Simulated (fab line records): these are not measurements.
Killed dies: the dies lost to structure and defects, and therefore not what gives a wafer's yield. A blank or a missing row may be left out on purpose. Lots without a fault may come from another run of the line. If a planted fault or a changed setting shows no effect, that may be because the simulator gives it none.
fab line records	flow gf180mcu	part 1 of 2: steps 1 to 33 of 42
[record] lots = 5	wafers = 15	last-day = 33
route steps=602 shown SAB@269 SALICIDE@278 CONTACT@287
lots that met no fault: from a run of the same line without faults
start-h: hours from the record's first day to the start of the lot's first wafer shown	wait-h: hours from the lot's prior step to this one	" repeats the value in the row above	L1.1+2: a single row standing in for several wafers	- no value, or no start given	* or withheld: withheld	< > ~ a bound
route shown NAME@n: a module of which the file shows steps, and the number in the route of the first	usual: the fault-free wafers' mean and standard deviation	same: alike in all rows	chamber/n: place in a boat	sites: the reading at each site	_std_site: standard deviation across them	_edge_site: inner sites' mean taken away from outer sites' mean	radius-mm: how far each site lies from the wafer's centre	mask NAME#n: copy n	behind: the most recent tool/chamber to have shaped the wafer	hold: reason for holding the lot/hours on hold/outcome of the hold	device: transistor that didn't switch, given as n, p or np	end of line: the tests these same wafers got at the end of their route	where a step has no rows: the recipe by itself	killed: not the wafer's yield, but the dies lost to structure and defects at the first sort	map: dies across one wafer; x = killed, . = not, _ = none there
set.NAME: the run value of the setting; set.NAME@STEP: its run value at that earlier step	model.NAME: the simulator's own value behind a step, which no gauge read
a table for each step, a row for each wafer; lots at some steps of the route
services: a tool's chamber out of use, with start hour (start-h, from the record's first day; less than 0 if before it), hours out, and reason
[[steps]]
[step GF_SAB_SOFTBAKE_05]
[recipe] temp-c = 90	time-s = 60	resist = NOVOLAK
lot.wafer	tool	chamber	start-h	wait-h
L081.1+4+6	litho-track-03	0	393.67	0.1
L082.1+4+5	litho-track-01	0	399.23	0.1
L083.2+3+4	litho-track-03	0	409.30	0.1
L088.2+4+5	litho-track-03	0	449.94	0.1
L092.1+2+5	litho-track-02	0	483.85	0.1
[step GF_SAB_EXPOSE_06]
[recipe] mask-id = SAB	target-cd-nm = 420	na = 0.6	source-shape = conventional	sigma-outer = 0.6	dose-mj = 140
lot.wafer	tool	chamber	start-h	wait-h	mask
L081.1+4+6	iline-stepper-01	0	-	-	SAB#0
L082.1+4+5	iline-stepper-02	0	-	-	SAB#0
L083.2+3+4	iline-stepper-01	0	-	-	SAB#0
L088.2+4+5	iline-stepper-02	0	-	-	SAB#0
L092.1+2+5	iline-stepper-02	0	-	-	SAB#0
[step GF_SAB_PEB_07]
[recipe] temp-c = withheld	time-s = *	resist = NOVOLAK
lot.wafer	tool	chamber	start-h	wait-h
L081.1+4+6	litho-track-02	0	-	-
L082.1+4+5	litho-track-03	0	-	-
L083.2+3+4	litho-track-02	0	-	-
L088.2+4+5	litho-track-03	0	-	-
L092.1+2+5	litho-track-03	0	-	-
[step GF_SAB_DEVELOP_08]
[recipe] develop-time-s = 60	dev-temp-c = 23
lot.wafer	tool	chamber	start-h	wait-h
L081.1+4+6	litho-track-02	0	404.50	0.1
L082.1+4+5	litho-track-03	0	409.92	0.1
L083.2+3+4	litho-track-02	0	421.47	0.1
L088.2+4+5	litho-track-03	0	461.69	0.1
L092.1+2+5	litho-track-03	0	495.67	0.1
[step GF_SAB_CD_MEAS_09]
[recipe] target-cd-nm = 420
[usual] cd-nm = 420.3/2
lot.wafer	tool	chamber	start-h	wait-h	cd-nm
L081.1	cd-sem-02	-	404.66	0.1	420.4
L081.4	"	-	"	"	418.9
L081.6	"	-	"	"	422.0
L082.1	cd-sem-02	-	410.07	0.1	421.7
L082.4	"	-	"	"	421.6
L082.5	"	-	"	"	421.2
L083.2	cd-sem-02	-	421.62	0.1	421.5
L083.3	"	-	"	"	420.9
L083.4	"	-	"	"	419.7
L088.2	cd-sem-02	-	461.84	0.1	418.7
L088.4	"	-	"	"	421.4
L088.5	"	-	"	"	419.9
L092.1	cd-sem-01	-	495.82	0.1	421.8
L092.2	"	-	"	"	420.9
L092.5	"	-	"	"	421.2
[step GF_SAB_OVL_MEAS_10]
[usual] SAB_OVL = 0.5/1.3
lot.wafer	tool	chamber	start-h	wait-h	SAB_OVL[nm]
L081.1	overlay-02	-	404.78	0.1	2.5
L081.4	"	-	"	"	2.1
L081.6	"	-	"	"	0.8
L082.1	overlay-02	-	410.19	0.1	-1.2
L082.4	"	-	"	"	-2.0
L082.5	"	-	"	"	-2.2
L083.2	overlay-01	-	421.72	0.1	0.0
L083.3	"	-	"	"	0.6
L083.4	"	-	"	"	0.7
L088.2	overlay-01	-	461.95	0.1	0.7
L088.4	"	-	"	"	0.2
L088.5	"	-	"	"	-0.2
L092.1	overlay-02	-	495.94	0.1	1.8
L092.2	"	-	"	"	1.8
L092.5	"	-	"	"	2.1
[step GF_SAB_ETCH_11]
[recipe] chemistry = C4F8/O2/Ar	mask-material = NOVOLAK	target = SiO2	target-depth-nm = 55	source-w = 1500	bias-w = 1200	pressure-mtorr = 40	c4f8-flow-sccm = withheld	O2_flow_sccm = 6	Ar_flow_sccm = 300	time-s = 8.5
[usual] oes-product-au = 1.001/0.01
lot.wafer	tool	chamber	start-h	wait-h	oes-product-au	rf-hours-counter-h
L081.1	rie-diel-01	3	404.82	0.0	0.996	99
L081.4	"	2	"	"	0.990	19
L081.6	"	2	"	"	0.989	-
L082.1	rie-diel-04	3	410.23	0.0	1.011	7
L082.4	"	1	"	"	0.990	1
L082.5	"	2	"	"	0.997	-
L083.2	rie-diel-04	1	421.75	0.0	0.992	1
L083.3	"	2	"	"	0.993	23
L083.4	"	0	"	"	0.986	93
L088.2	rie-diel-01	2	461.98	0.0	0.996	20
L088.4	"	1	"	"	1.018	-
L088.5	"	0	"	"	1.004	-
L092.1	rie-diel-04	2	495.98	0.0	0.982	25
L092.2	"	3	"	"	1.016	9
L092.5	"	2	"	"	0.992	-
[step GF_SAB_WET_ETCH_12]
[recipe] chemistry = dHF	target-depth-nm = 22	dry = n2-spin	target = SiO2	temp-c = 25	dilution = 100:1	time-s = 440
lot.wafer	tool	chamber	start-h	wait-h
L081.1+4+6	wet-bench-02	2	404.84	0.0
L082.1+4+5	wet-bench-03	0	410.25	0.0
L083.2+3+4	wet-bench-02	3	421.77	0.0
L088.2+4+5	wet-bench-03	1	462.00	0.0
L092.1+2+5	wet-bench-04	1	496.00	0.0
[step GF_SAB_STRIP_13]
[recipe] chemistry = O2/N2	power-w = 1400	pressure-mtorr = 1500	platen-temp-c = 250	o2-flow-sccm = 3000	n2-flow-sccm = 300	overash-fraction = 0.5
[usual] drypump-motor-current-A = 5.5/0.56	heater-power-w = 357/50	oes-product-au = 0.710/0.0046	strip-time-to-endpoint-s = 12.62/0.031
lot.wafer	tool	chamber	start-h	wait-h	drypump-motor-current-A	heater-power-w	oes-product-au	rf-hours-counter-h	strip-time-to-endpoint-s
L081.1	plasma-asher-04	0	404.97	0.0	5.1	301	0.705	80	12.57
L081.4	"	0	"	"	5.1	298	0.719	-	12.58
L081.6	"	1	"	"	5.2	426	0.708	-	12.61
L082.1	plasma-asher-03	0	410.38	0.0	5.4	347	0.708	29	12.68
L082.4	"	1	"	"	5.1	334	0.712	-	12.63
L082.5	"	1	"	"	5.1	321	0.713	-	12.63
L083.2	plasma-asher-03	1	421.90	0.0	5.1	328	0.717	30	12.59
L083.3	"	1	"	"	5.1	327	0.709	-	12.61
L083.4	"	0	"	"	5.4	353	0.708	-	12.54
L088.2	plasma-asher-04	0	462.13	0.0	5.0	306	0.698	3	12.67
L088.4	"	0	"	"	5.0	316	0.708	-	12.61
L088.5	"	1	"	"	5.2	441	0.705	-	12.65
L092.1	plasma-asher-03	0	496.13	0.0	5.5	344	0.706	38	12.58
L092.2	"	1	"	"	5.1	330	0.710	38	12.60
L092.5	"	1	"	"	5.1	331	0.709	-	12.57
[step GF_SALICIDE_CLEAN_00]
[recipe] chemistry = SC1/SC2	mix = 1:4:20	temp-c = 70	time-s = 150
lot.wafer	tool	chamber	start-h	wait-h
L081.1+4+6	wet-bench-02	0	405.07	0.1
L082.1+4+5	wet-bench-04	3	410.48	0.1
L083.2+3+4	wet-bench-02	1	422.00	0.1
L088.2+4+5	wet-bench-01	3	462.23	0.1
L092.1+2+5	wet-bench-01	1	496.23	0.1
[step GF_SALICIDE_WET_ETCH_01]
[recipe] chemistry = dHF	target-depth-nm = 5	dry = ipa-marangoni	target = SiO2	temp-c = 25	dilution = 100:1	time-s = 100
lot.wafer	tool	chamber	start-h	wait-h
L081.1+4+6	wet-bench-04	1	405.12	0.0
L082.1+4+5	wet-bench-02	3	410.53	0.0
L083.2+3+4	wet-bench-04	2	422.05	0.0
L088.2+4+5	wet-bench-02	0	462.28	0.0
L092.1+2+5	wet-bench-02	2	496.28	0.0
[step GF_SALICIDE_SPUTTER_02]
[recipe] material = Co	target-thk-nm = 10	power-w = 1000	time-s = 20	chamber-pressure-pa = 0.4
[usual] chamber-pressure-pa = 0.4000/0.00078	throttle-valve-pct = 29.7/1.1
lot.wafer	tool	chamber	start-h	wait-h	chamber-pressure-pa	throttle-valve-pct
L081.1	pvd-sputter-02	-	405.15	0.0	0.3991	28.8
L081.4	"	-	"	"	0.3990	29.4
L081.6	"	-	"	"	0.3994	29.0
L082.1	pvd-sputter-02	-	410.56	0.0	0.3999	31.5
L082.4	"	-	"	"	0.3996	29.4
L082.5	"	-	"	"	0.3994	29.4
L083.2	pvd-sputter-02	-	422.09	0.0	0.4005	29.3
L083.3	"	-	"	"	0.4008	29.3
L083.4	"	-	"	"	0.3997	28.6
L088.2	pvd-sputter-02	-	462.32	0.0	0.4017	29.3
L088.4	"	-	"	"	0.4014	29.3
L088.5	"	-	"	"	0.3996	28.7
L092.1	pvd-sputter-02	-	496.31	0.0	0.3994	31.5
L092.2	"	-	"	"	0.3999	29.2
L092.5	"	-	"	"	0.4004	29.1
[step GF_SALICIDE_SPUTTER_03]
[recipe] material = TiN	target-thk-nm = 20	power-w = 6500	time-s = 16.7	chamber-pressure-pa = 0.4
[usual] chamber-pressure-pa = 0.4000/0.00075	throttle-valve-pct = 29.7/1.1
lot.wafer	tool	chamber	start-h	wait-h	chamber-pressure-pa	throttle-valve-pct
L081.1	pvd-sputter-02	-	405.18	0.0	0.4015	29.0
L081.4	"	-	"	"	0.4017	29.4
L081.6	"	-	"	"	0.4009	29.2
L082.1	pvd-sputter-02	-	410.59	0.0	0.4000	31.4
L082.4	"	-	"	"	0.3999	29.4
L082.5	"	-	"	"	0.3986	29.2
L083.2	pvd-sputter-02	-	422.12	0.0	0.4004	29.5
L083.3	"	-	"	"	0.4000	29.5
L083.4	"	-	"	"	0.4020	28.8
L088.2	pvd-sputter-02	-	462.35	0.0	0.3992	29.3
L088.4	"	-	"	"	0.3998	29.5
L088.5	"	-	"	"	0.3986	29.0
L092.1	pvd-sputter-02	-	496.34	0.0	0.4005	31.5
L092.2	"	-	"	"	0.4002	29.6
L092.5	"	-	"	"	0.4007	28.9
[step GF_SALICIDE_RS_MEAS_04]
[recipe] thk-meas-gauge = four-point-probe	reads = TiN_of_SALICIDE_SPUTTER_03+Co_of_SALICIDE_SPUTTER_02
[usual] SALICIDE_TIN_RS = 16.4/0.31
lot.wafer	tool	chamber	start-h	wait-h	SALICIDE_TIN_RS[ohm/sq]
L081.1	film-metro-02	-	405.21	0.0	17.0
L081.4	"	-	"	"	16.6
L081.6	"	-	"	"	16.7
L082.1	film-metro-02	-	410.62	0.0	16.1
L082.4	"	-	"	"	16.0
L082.5	"	-	"	"	16.3
L083.2	film-metro-04	-	422.17	0.0	16.5
L083.3	"	-	"	"	15.8
L083.4	"	-	"	"	16.3
L088.2	film-metro-04	-	462.39	0.0	16.0
L088.4	"	-	"	"	16.0
L088.5	"	-	"	"	16.0
L092.1	film-metro-01	-	496.37	0.0	17.2
L092.2	"	-	"	"	17.1
L092.5	"	-	"	"	17.0
[step GF_SALICIDE_THK_MEAS_05]
[recipe] thk-meas-gauge = xrf	reads = TiN_of_SALICIDE_SPUTTER_03
[usual] SALICIDE_TIN_THK = 20.19/0.22
lot.wafer	tool	chamber	start-h	wait-h	SALICIDE_TIN_THK[nm]
L081.1	film-metro-02	-	405.33	0.1	20.13
L081.4	"	-	"	"	20.03
L081.6	"	-	"	"	19.94
L082.1	film-metro-02	-	410.74	0.1	20.03
L082.4	"	-	"	"	20.05
L082.5	"	-	"	"	20.18
L083.2	film-metro-04	-	422.28	0.1	20.14
L083.3	"	-	"	"	20.35
L083.4	"	-	"	"	20.35
L088.2	film-metro-04	-	462.50	0.1	20.09
L088.4	"	-	"	"	20.23
L088.5	"	-	"	"	20.33
L092.1	film-metro-01	-	496.49	0.1	20.16
L092.2	"	-	"	"	19.71
L092.5	"	-	"	"	20.18
[step GF_SALICIDE_RTA_06]
[recipe] temp-c = 530	time-s = 30	ambient = N2
[usual] lamp-power-pct = 5.79/0.14	wafer_temp_C_max = 532.4/0.49
lot.wafer	tool	chamber	start-h	wait-h	lamp-power-pct	wafer_temp_C_max
L081.1	rtp-anneal-02	0	405.39	0.1	5.92	531.8
L081.4	"	0	"	"	5.94	532.9
L081.6	"	0	"	"	5.93	531.9
L082.1	rtp-anneal-02	0	410.80	0.1	5.92	532.4
L082.4	"	0	"	"	5.94	532.8
L082.5	"	0	"	"	5.94	532.0
L083.2	rtp-anneal-01	0	422.34	0.1	5.64	532.7
L083.3	"	0	"	"	5.65	533.0
L083.4	"	0	"	"	5.65	532.3
L088.2	rtp-anneal-02	0	462.57	0.1	5.94	532.6
L088.4	"	0	"	"	5.94	532.8
L088.5	"	0	"	"	5.94	532.4
L092.1	rtp-anneal-02	0	496.55	0.1	5.94	532.2
L092.2	"	0	"	"	5.93	532.1
L092.5	"	0	"	"	5.93	533.1
[step GF_SALICIDE_WET_ETCH_07]
[recipe] chemistry = SPM	target-depth-nm = 120	dry = n2-spin
lot.wafer	tool	chamber	start-h	wait-h
L081.1+4+6	wet-bench-02	1	405.49	0.1
L082.1+4+5	wet-bench-04	0	410.90	0.1
L083.2+3+4	wet-bench-04	2	422.43	0.1
L088.2+4+5	wet-bench-01	2	462.65	0.1
L092.1+2+5	wet-bench-04	1	496.65	0.1
[step GF_SALICIDE_RTA_08]
[recipe] temp-c = 800	time-s = 30	ambient = N2
[usual] lamp-power-pct = 16.1/0.4	wafer_temp_C_max = 803.5/0.82
lot.wafer	tool	chamber	start-h	wait-h	lamp-power-pct	wafer_temp_C_max
L081.1	rtp-anneal-01	0	405.58	0.0	15.7	802.7
L081.4	"	0	"	"	15.7	802.5
L081.6	"	0	"	"	15.7	803.3
L082.1	rtp-anneal-01	0	410.99	0.0	15.7	804.0
L082.4	"	0	"	"	15.7	803.7
L082.5	"	0	"	"	15.7	804.4
L083.2	rtp-anneal-02	0	422.54	0.0	16.5	802.0
L083.3	"	0	"	"	16.5	802.4
L083.4	"	0	"	"	16.5	802.5
L088.2	rtp-anneal-01	0	462.77	0.0	15.7	802.8
L088.4	"	0	"	"	15.7	803.6
L088.5	"	0	"	"	15.7	804.8
L092.1	rtp-anneal-01	0	496.74	0.0	15.7	805.2
L092.2	"	0	"	"	15.7	803.3
L092.5	"	0	"	"	15.7	804.4
[step GF_CONTACT_CVD_00]
[recipe] material = SiO2	target-thk-nm = 300	sigma-open-frac = 0.3	temp-c = 400	time-s = 50	sih4-flow-sccm = 60	pressure-mtorr = 6
lot.wafer	tool	chamber	start-h	wait-h
L081.1+4+6	hdpcvd-01	1,2,0	405.68	0.1
L082.1+4+5	hdpcvd-01	0,1,2	411.09	0.1
L083.2+3+4	hdpcvd-02	0,2,2	422.63	0.1
L088.2+4+5	hdpcvd-02	1,2,0	462.85	0.1
L092.1+2+5	hdpcvd-01	1,2,1	496.84	0.1
[step GF_CONTACT_THK_MEAS_01]
[recipe] reads = SiO2_of_CONTACT_CVD_00
[usual] CONTACT_CVD_00_THK = 301/3.4
lot.wafer	tool	chamber	start-h	wait-h	CONTACT_CVD_00_THK[nm]
L081.1	film-metro-03	-	405.72	0.0	301
L081.4	"	-	"	"	304
L081.6	"	-	"	"	303
L082.1	film-metro-01	-	411.13	0.0	310
L082.4	"	-	"	"	308
L082.5	"	-	"	"	313
L083.2	film-metro-04	-	422.68	0.0	296
L083.3	"	-	"	"	300
L083.4	"	-	"	"	295
L088.2	film-metro-04	-	462.91	0.0	302
L088.4	"	-	"	"	296
L088.5	"	-	"	"	296
L092.1	film-metro-03	-	496.88	0.0	306
L092.2	"	-	"	"	301
L092.5	"	-	"	"	304
[step GF_CONTACT_CVD_02]
[recipe] material = SiO2	target-thk-nm = 860	precursor = TEOS	temp-c = 400	time-s = 95.992	rf-w = 600
[usual] heater-power-w = 743/130
lot.wafer	tool	chamber	start-h	wait-h	heater-power-w
L081.1	pecvd-01	1	405.78	0.1	669
L081.4	"	1	"	"	709
L081.6	"	2	"	"	637
L082.1	pecvd-01	0	411.19	0.1	580
L082.4	"	2	"	"	511
L082.5	"	0	"	"	644
L083.2	pecvd-02	2	422.73	0.0	585
L083.3	"	1	"	"	844
L083.4	"	1	"	"	917
L088.2	pecvd-02	1	462.96	0.0	964
L088.4	"	2	"	"	554
L088.5	"	0	"	"	750
L092.1	pecvd-01	0	496.94	0.1	702
L092.2	"	1	"	"	654
L092.5	"	1	"	"	722
[step GF_CONTACT_THK_MEAS_03]
[recipe] reads = SiO2_of_CONTACT_CVD_02
[usual] CONTACT_CVD_02_THK = 858/14
lot.wafer	tool	chamber	start-h	wait-h	CONTACT_CVD_02_THK[nm]
L081.1	film-metro-01	-	405.85	0.0	851
L081.4	"	-	"	"	873
L081.6	"	-	"	"	857
L082.1	film-metro-03	-	411.26	0.0	850
L082.4	"	-	"	"	865
L082.5	"	-	"	"	870
L083.2	film-metro-03	-	422.81	0.0	847
L083.3	"	-	"	"	837
L083.4	"	-	"	"	858
L088.2	film-metro-03	-	463.04	0.0	852
L088.4	"	-	"	"	870
L088.5	"	-	"	"	874
L092.1	film-metro-04	-	497.01	0.0	879
L092.2	"	-	"	"	855
L092.5	"	-	"	"	878
[step GF_CONTACT_CMP_04]
[recipe] material = SiO2	down-force-psi = 4	platen-rpm = 60	pad-velocity-m-s = 0.94248
[usual] motor-current-A = 11.7/1.3	time-to-endpoint-s = 112/6.7
lot.wafer	tool	chamber	start-h	wait-h	motor-current-A	time-to-endpoint-s
L081.1	cmp-01	0	406.01	0.1	9.9	102
L081.4	"	1	"	"	12.7	115
L081.6	"	3	"	"	10.3	108
L082.4	cmp-01	2	411.37	0.1	12.6	117
L082.1	"	0	"	"	9.5	106
L082.5	"	2	"	"	12.5	126
L083.4	cmp-01	1	422.86	0.0	12.7	110
L083.3	"	3	"	"	10.4	101
L083.2	"	0	"	"	10.0	103
L088.4	cmp-01	0	463.19	0.1	10.1	112
L088.2	"	1	"	"	12.6	108
L088.5	"	3	"	"	9.8	111
L092.1	cmp-02	2	497.07	0.1	12.0	114
L092.2	"	0	"	"	11.6	112
L092.5	"	2	"	"	11.6	113
[step GF_CONTACT_BOW_MEAS_05]
[recipe] mode = bow
[usual] CONTACT_BOW = 65/7.4
lot.wafer	tool	chamber	start-h	wait-h	CONTACT_BOW[um]
L081.1	film-metro-04	-	406.21	0.1	65
L081.4	"	-	"	"	57
L081.6	"	-	"	"	57
L082.1	film-metro-03	-	411.62	0.1	67
L082.4	"	-	"	"	65
L082.5	"	-	"	"	70
L083.2	film-metro-03	-	423.18	0.1	63
L083.3	"	-	"	"	76
L083.4	"	-	"	"	65
L088.2	film-metro-04	-	463.41	0.1	73
L088.4	"	-	"	"	80
L088.5	"	-	"	"	71
L092.1	film-metro-03	-	497.37	0.2	71
L092.2	"	-	"	"	55
L092.5	"	-	"	"	67
[step GF_CONTACT_DEHYDRATE_06]
[recipe] temp-c = 200	time-s = 60
lot.wafer	tool	chamber	start-h	wait-h
L081.1+4+6	litho-track-04	0	417.94	11.7
L082.1+4+5	litho-track-04	0	423.44	11.8
L083.2+3+4	litho-track-02	0	434.42	11.2
L088.2+4+5	litho-track-03	0	475.09	11.7
L092.1+2+5	litho-track-04	0	508.54	11.1
[step GF_CONTACT_HMDS_07]
[recipe] prime-time-s = 60	prime-temp-c = 120
lot.wafer	tool	chamber	start-h	wait-h
L081.1+4+6	litho-track-04	0	418.09	0.1
L082.1+4+5	litho-track-04	0	423.59	0.1
L083.2+3+4	litho-track-02	0	434.57	0.1
L088.2+4+5	litho-track-03	0	475.24	0.1
L092.1+2+5	litho-track-04	0	508.69	0.1
[step GF_CONTACT_COAT_08]
[recipe] resist = BARC	temp-c = withheld	time-s = withheld	spin-rpm = withheld	resist-thk-nm = withheld
lot.wafer	tool	chamber	start-h	wait-h
L081.1+4+6	litho-track-04	0	418.24	0.1
L082.1+4+5	litho-track-04	0	423.74	0.1
L083.2+3+4	litho-track-02	0	434.72	0.1
L088.2+4+5	litho-track-03	0	475.39	0.1
L092.1+2+5	litho-track-04	0	508.84	0.1
[step GF_CONTACT_COAT_09]
[recipe] resist = KrF	spin-rpm = withheld	resist-thk-nm = 1000
lot.wafer	tool	chamber	start-h	wait-h
L081.1+4+6	litho-track-04	0	-	-
L082.1+4+5	litho-track-04	0	-	-
L083.2+3+4	litho-track-02	0	-	-
L088.2+4+5	litho-track-03	0	-	-
L092.1+2+5	litho-track-04	0	-	-
[step GF_CONTACT_SOFTBAKE_10]
[recipe] temp-c = 130	time-s = 60	resist = KrF
lot.wafer	tool	chamber	start-h	wait-h
L081.1+4+6	litho-track-04	0	-	-
L082.1+4+5	litho-track-04	0	-	-
L083.2+3+4	litho-track-02	0	-	-
L088.2+4+5	litho-track-03	0	-	-
L092.1+2+5	litho-track-04	0	-	-
[step GF_CONTACT_EXPOSE_11]
[recipe] mask-id = Contact	target-cd-nm = 220	na = 0.68	source-shape = conventional	sigma-outer = 0.6	dose-mj = 38
lot.wafer	tool	chamber	start-h	wait-h	mask
L081.1+4+6	krf-scanner-02	0	-	-	Contact#0
L082.1+4+5	krf-scanner-02	0	-	-	Contact#0
L083.2+3+4	krf-scanner-01	0	-	-	Contact#0
L088.2+4+5	krf-scanner-02	0	-	-	Contact#0
L092.1+2+5	krf-scanner-02	0	-	-	Contact#0
[step GF_CONTACT_PEB_12]
[recipe] peb-temp-c = 135	peb-time-s = 90	resist = KrF
lot.wafer	tool	chamber	start-h	wait-h
L081.1+4+6	litho-track-04	0	-	-
L082.1+4+5	litho-track-03	0	-	-
L083.2+3+4	litho-track-04	0	-	-
L088.2+4+5	litho-track-02	0	-	-
L092.1+2+5	litho-track-02	0	-	-
[step GF_CONTACT_DEVELOP_13]
[recipe] develop-time-s = 60	resist = KrF	dev-temp-c = 21
lot.wafer	tool	chamber	start-h	wait-h
L081.1+4+6	litho-track-04	0	430.14	0.2
L082.1+4+5	litho-track-03	0	435.57	0.2
L083.2+3+4	litho-track-04	0	447.26	0.2
L088.2+4+5	litho-track-02	0	487.07	0.2
L092.1+2+5	litho-track-02	0	520.49	0.2
[step GF_CONTACT_CD_MEAS_14]
[recipe] target-cd-nm = 220
[usual] cd-nm = 219.6/1.3
lot.wafer	tool	chamber	start-h	wait-h	cd-nm
L081.1	cd-sem-02	-	430.29	0.1	219.7
L081.4	"	-	"	"	219.2
L081.6	"	-	"	"	219.4
L082.1	cd-sem-02	-	435.72	0.1	219.3
L082.4	"	-	"	"	221.0
L082.5	"	-	"	"	220.5
L083.2	cd-sem-02	-	447.41	0.1	220.0
L083.3	"	-	"	"	221.1
L083.4	"	-	"	"	221.3
L088.2	cd-sem-01	-	487.22	0.1	218.8
L088.4	"	-	"	"	219.3
L088.5	"	-	"	"	219.1
L092.1	cd-sem-02	-	520.64	0.1	218.6
L092.2	"	-	"	"	219.4
L092.5	"	-	"	"	219.2
